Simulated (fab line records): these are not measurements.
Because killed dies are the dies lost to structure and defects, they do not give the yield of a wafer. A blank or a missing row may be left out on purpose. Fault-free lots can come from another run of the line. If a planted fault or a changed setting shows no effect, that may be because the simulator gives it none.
Comparing a struck lot with a sound one || flow sky130 || 16 steps out of a route of 708
Sound: wafers L403.1, L403.4, L403.6. Wafers L411.2, L411.3, L411.6 were the ones struck. At the end, the cause is stated.
Per side, at each step with rows, come the tool, then ch with its chambers, and then its first start. Under that, the readings that differ: sound wafers || struck wafers || difference of the means || sigmas: that difference in standard deviations of wafers without a fault.
alike: words and numbers the same on both sides, and readings whose means are apart by under 2 such deviations; not compared: readings that were withheld, readings missing a value for some wafer, numbers with overlapping values and no deviation given by the record, and bounds like >300 which may hide the same value.
The two part at a step that has a row with sigmas, a row that says differs or no value, or rows on one side only. Numbers that have no deviation but don't overlap get no sigmas and don't part them. Lack of a reading on every wafer of one side parts them only where that side has two or more wafers.

first, 7 steps without rows for these wafers: SKY_METAL3_HMDS_06 (prime time 60 s); SKY_METAL3_COAT_07 (resist thk 60 nm); SKY_METAL3_COAT_08 (resist thk 1140 nm); SKY_METAL3_SOFTBAKE_09 (time 90 s); SKY_METAL3_EXPOSE_10 (exposes mask MM3, target cd 300 nm); SKY_METAL3_PEB_11; SKY_METAL3_DEVELOP_12 (develop time 60 s).
SKY_METAL3_CD_MEAS_13: the cd target is 300 nm.
  struck on cd sem-01, day 41 13:19; sound on cd sem-01, day 38 22:37
  alike: cd nm
SKY_METAL3_OVL_MEAS_14:
  struck on overlay-02, day 41 13:25; sound on overlay-02, day 38 22:44
  alike: METAL3_OVL
SKY_METAL3_DESCUM_15: chemistry O2, time 8 s.
  sound on rie metal-02 ch 0, day 38 22:46; struck on rie metal-04 ch 0, day 41 13:27
  alike: drypump motor current A, oes product au
  not compared: rf hours counter h
SKY_METAL3_ETCH_16: etches BARC in N2/H2, stops on SiO2, time 88.2 s, target depth 60 nm.
  sound on rie metal-02 ch 0, day 38 22:50; struck on rie metal-04 ch 0, day 41 13:29
  alike: drypump motor current A, oes product au, run length s, throttle valve pct
  not compared: rf hours counter h
SKY_METAL3_ETCH_17: etches SiO2 in C4F8/O2/Ar, stops on TiN, time 3.9 s, target depth 15 nm.
  sound on rie diel-03 ch 0,1,3, day 38 23:01; struck on rie diel-01 ch 0,1,2, day 41 13:35
  alike: oes product au
  not compared: rf hours counter h
SKY_METAL3_METAL_ETCH_18: etches the open film in Cl2/BCl3, stops on SiO2, target depth 845 nm, time 183.1 s.
  sound on rie metal-01 ch 1, day 38 23:02; struck on rie metal-01 ch 0,1, day 41 13:35
{"reading": "oes product au (a.u.)", "sound": "0.874 0.871 0.867", "struck": "1.006 1.006 0.996", "difference": "+0.132", "sigmas": "+18"}
{"reading": "run length s (s)", "sound": "211.1 211.2 211.2", "struck": "187.0 187.1 186.8", "difference": -24.2, "sigmas": -73}
{"reading": "model.KrF-thick_of_METAL3_COAT_08.thk nm (nm)", "sound": "523.6 519.1 520", "struck": "595 584.6 592.3", "difference": "+70", "sigmas": ""}
{"reading": "model.SiO2_of_VIA2_HDPCVD_00.thk nm (nm)", "sound": "466 466.3 465.2", "struck": "467.8 467.2 467.5", "difference": "+1.7", "sigmas": ""}
  alike: drypump motor current A, throttle valve pct
  not compared: rf hours counter h, model.METAL3.cd nm
SKY_METAL3_STRIP_19: strips in O2/N2.
  sound on plasma asher-04 ch 0,1, day 38 23:24; struck on plasma asher-03 ch 0,1, day 41 13:46
{"reading": "oes product au (a.u.)", "sound": "0.499 0.499 0.490", "struck": "0.534 0.523 0.524", "difference": "+0.031", "sigmas": "+6"}
{"reading": "strip time to endpoint s (s)", "sound": "6.49 6.43 6.47", "struck": "7.22 7.10 7.18", "difference": "+0.70", "sigmas": "+10"}
  alike: drypump motor current A
  not compared: rf hours counter h
then, 1 step without rows for these wafers: SKY_METAL3_STRIP_20 (strips in post etch residue remover, time 1200 s).
-- the record jumps here: 7 days lie between the struck wafers' starts before and after (it left off in module METAL3 and takes up again in module PAD_OPEN, whose first step shown is number 708 of the route) --
SKY_PAD_OPEN_PROBE_99:
  struck on prober-01, day 48 06:15; sound on prober-01, day 46 03:34
  alike: defect limited yield, killed_at_M0_to_M3, killed_at_M4_up, killed at contacts, killed at front end, killed at other, killed dies, killed open, killed short, sort_bin_3_pad_short, sort_bin_5_function, sort_bin_6_memory, sort n pass, sort yield pct
  not compared: model.etest.met3.width nm

WHERE THEY PART
Last at SKY_METAL3_STRIP_19 as far as this record goes, first at SKY_METAL3_METAL_ETCH_18. Later steps at which nothing parts them and some readings are alike: SKY_PAD_OPEN_PROBE_99.

WHY: the cause the simulator had injected
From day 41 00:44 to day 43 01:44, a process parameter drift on rie metal-01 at SKY_METAL3_METAL_ETCH_18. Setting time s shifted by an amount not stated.
